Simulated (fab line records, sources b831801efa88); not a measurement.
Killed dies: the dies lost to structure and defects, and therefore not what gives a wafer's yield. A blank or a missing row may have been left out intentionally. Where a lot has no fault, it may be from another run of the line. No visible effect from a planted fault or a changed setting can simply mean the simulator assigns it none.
Code-filled problem report in 8D (eight disciplines) form    flow sfqLine    the parts of the form that need people (team, actions taken, sign-off) are left out

## 1. THE PROBLEM
At SFQ_TRILAYER_I0_CMP_CMP_028, timeToEndpointS averages 166 s over 3 wafers from 3 lots, while fault-free wafers read 208 s, standard deviation 8.8. That is -4.8 standard deviations from the usual mean.
The step: polishes SiO2.
The first sign was on wafer L672.1 at day 10 07:09, on cmp-02. Wafers with a number at this step in the record: 42, from 14 lots. Rule for "out" (also "out of limits"): further than 4 standard deviations from the usual mean. The rest of the wafers with a number are treated as sound.

## 2. WHAT IT IS; WHAT IT IS NOT
question                     is                      is not
which readings at this step  timeToEndpointS         -
which lots                   L672, L673, L674        L662, L663, L664, L665, L666, L667, L668, L669, L670, L671, L676
which wafers of those lots   L672.1, L673.3, L674.5  L672.2, L672.6, L673.2, L673.4, L674.2, L674.6
read on which tools          cmp-02                  cmp-01
when                         from day 10 07:09       up to then (30 sound wafers); but 9 sound wafers of L672, L673, L674, L676 came after

## 3. WHAT RULES OUT EACH SUSPECT
Counting: if a tool at a process step up to the reading ran every lot that is out, it stays a suspect. Sound lots after the first of them don't rule it out here, since some wafers of a struck lot are sound.
- cmp-02 at SFQ_TRILAYER_I0_CMP_CMP_028 (polishes SiO2): kept. It processed each lot that is out (first: L672, day 10 07:09); up to then, its last sound lot is L671 (day 10 01:39). Its own readings are out on those wafers: timeToEndpointS.
- In cmp-02 at SFQ_TRILAYER_I0_CMP_CMP_028, the wafers that are out were processed in chamber 0 and their sound lot-mates in chambers 1, 3.
Remaining after the count: cmp-02 at SFQ_TRILAYER_I0_CMP_CMP_028.

## 4. THE CAUSE (what the simulator had put in)
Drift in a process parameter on cmp-02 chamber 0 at SFQ_TRILAYER_I0_CMP_CMP_028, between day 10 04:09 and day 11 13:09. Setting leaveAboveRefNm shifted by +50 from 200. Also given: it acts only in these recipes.
Counting left only this tool.

## 5. THE CHAIN OF EFFECTS, in route order
Rows list readings where the struck wafers' mean (over those with a number) sits beyond 3 standard deviations from the usual. Scope: only readings with a usual standard deviation given in the record; hours: median across lots of the time from each lot's start at the first step in this table that gives one to its start at this step; sigmas: change in usual standard deviations.
hours  step                                   reading          usual       on struck wafers  change  sigmas
0      SFQ_TRILAYER_I0_CMP_CMP_028            timeToEndpointS  208 s       166               -42     -4.8
2      SFQ_TRILAYER_I0_METRO_MEASURE_029      thkNm            199.2 nm    247.4             +48.2   +37
41     SFQ_TRILAYER_I0_VIA_ETCH_VIA_ETCH_034  oesProductAu     0.853 a.u.  0.970             +0.117  +23
Its process steps:
- SFQ_TRILAYER_I0_CMP_CMP_028: polishes SiO2.
- SFQ_TRILAYER_I0_METRO_MEASURE_029
- SFQ_TRILAYER_I0_VIA_ETCH_VIA_ETCH_034: etches SiO2 in CHF3, stops on Nb, target depth 260 nm.
Later steps that measure or inspect, where all struck wafers having a row at the step show a number for every such reading and not one has moved that far: SFQ_I7_OVL_MEAS_947.

## 6. WHAT WOULD HAVE CAUGHT IT SOONER
First out-of-limits reading in this record: day 10 07:09, which is 3 hours after fault onset at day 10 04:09.
